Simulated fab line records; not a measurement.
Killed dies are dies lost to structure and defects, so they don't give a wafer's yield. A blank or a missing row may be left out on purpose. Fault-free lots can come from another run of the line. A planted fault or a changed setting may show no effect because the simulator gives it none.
The same fault as seen by 2 desks / flow gf180mcu / each desk holds nothing but its own numbers, with what lay behind them at the end

## FOR THE TOOL OWNER'S DESK: krf_scanner-02
The tool's own readings at GF_M3_EXPOSE_11 (exposes mask Metal3, target cd 280 nm): means of the sampled wafers that have a number, for each lot that ran on this tool. Marked OUT: a lot whose mean sits more than 4 standard deviations from the usual mean, which makes it out of limits; the brackets give that distance.
Columns: A = focus_offset_nm at GF_M3_EXPOSE_11, usual 0.1 nm
lot=L123; first seen here=day 21 01:58; A=0.4
lot=L125; first seen here=day 21 17:25; A=0.5
lot=L127; first seen here=day 22 05:38; A=0.3
lot=L129; first seen here=day 23 02:55; A=0.1
lot=L132; first seen here=day 24 12:26; A=0.1
lot=L133; first seen here=day 24 18:07; A=-0.3
lot=L137; first seen here=day 26 10:21; A=0.5
lot=L136; first seen here=day 26 12:58; A=-0.2
Finding of this desk: none of the 8 lots has anything out of limits.

## METROLOGY DESK
What the gauges read, lot by lot, whatever tool the lot ran on: means of the sampled wafers that have a number. Marked OUT: a lot whose mean sits more than 4 standard deviations from the usual mean, which makes it out of limits; the brackets give that distance.
Columns: A = PSD_TW at GF_PSD_TW_MEAS_11, usual 3194; B = cd_nm at GF_M3_CD_MEAS_14, usual 279.7 nm
lot=L123; first seen here=day 14 12:16; A=3182; B=280.6
lot=L124; first seen here=day 14 21:34; A=3227; B=278.7
lot=L125; first seen here=day 15 00:07; A=3144; B=281.5
lot=L127; first seen here=day 15 11:46; A=3226; B=278.8
lot=L126; first seen here=day 15 17:19; A=3212; B=278.9
lot=L129; first seen here=day 16 07:29; A=3224; B=278.4
lot=L130; first seen here=day 17 02:44; A=3184; B=280.3
lot=L132; first seen here=day 17 19:32; A=3240; B=279.6
lot=L133; first seen here=day 18 00:31; A=3206; B=279.3
lot=L134; first seen here=day 18 13:04; A=3156; B=279.3
lot=L135; first seen here=day 19 05:55; A=3223; B=279.7
lot=L137; first seen here=day 19 21:48; A=3211; B=276.5
lot=L136; first seen here=day 20 00:52; A=3165; B=275.6 (-4.1) OUT
This desk finds L136 out of limits, L136 being first, at day 26 23:22 (cd_nm at GF_M3_CD_MEAS_14). L123, L124, L125, L127, L126, L129, L130, L132, L133, L134, L135, L137 stayed within limits.

## BROUGHT TOGETHER
Metrology desk: alarm possible at day 26 23:22 on L136.
The tool owner's desk saw nothing out of limits.
On record at the tool owner's desk: L136, within its limits.
All the named lots went through GF_M3_EXPOSE_11 on krf_scanner-02.

## WHAT HAD BEEN PUT IN BY THE SIMULATOR
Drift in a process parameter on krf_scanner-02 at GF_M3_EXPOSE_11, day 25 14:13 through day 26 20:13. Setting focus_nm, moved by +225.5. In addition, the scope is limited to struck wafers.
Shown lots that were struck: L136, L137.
Time in hours between the start of the fault and the first out-of-limits reading at each desk: metrology desk, 33.
